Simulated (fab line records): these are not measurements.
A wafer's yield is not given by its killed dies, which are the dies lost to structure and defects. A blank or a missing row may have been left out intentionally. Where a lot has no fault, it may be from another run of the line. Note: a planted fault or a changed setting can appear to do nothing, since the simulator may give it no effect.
What tool caused it? | flow sky130 | 12 lots (36 wafers sampled), 1 step of a 708-step route

## WHAT THE GAUGES SHOWED, per wafer
SKY_VIA1_OVL_MEAS_13.
lot  | measured     | on         | VIA1_OVL (nm)
L075 | day 34 00:28 | overlay-02 | 5 -5 6
L077 | day 35 00:09 | overlay-02 | 1 0 6
L079 | day 35 14:46 | overlay-02 | 1 -6 3
L081 | day 36 06:00 | overlay-01 | -8 -3 6
L083 | day 36 23:34 | overlay-02 | 12 1 7
L085 | day 37 08:12 | overlay-02 | 2 0 -2
L087 | day 38 04:31 | overlay-02 | 6 3 4
L089 | day 39 00:52 | overlay-02 | -7 -7 -11
L091 | day 39 23:00 | overlay-02 | 1 0 0
L093 | day 40 05:55 | overlay-02 | 8 12 13
L095 | day 40 14:04 | overlay-02 | -1 -2 -2
L096 | day 41 00:01 | overlay-02 | -1 -4 0

## EACH LOT AND THE TOOL THAT RAN IT (in order: tool; ch and the chambers of the sampled wafers; start)
No process step before these readings appears in the record.

## THE ANSWER, worked out from the rows above alone
Rule: usual is defined by the lots themselves. The widest of any qualifying gaps counts: lots, ordered by their means at a reading, are off when they make up no more than a third of the lots, leave a main group of 4 or more, and stand apart from it by 3 or more times the standard deviation of that group's means. Not used: any main group whose means are identical at the precision the tables above print for the reading. A lot without any number at a reading at which 4 lots or more have one is off too. Any other lot the step has rows for is counted as sound.
Nothing can be told from this: no lot is off at any reading shown.

## WHAT THE SIMULATOR HAD PUT IN
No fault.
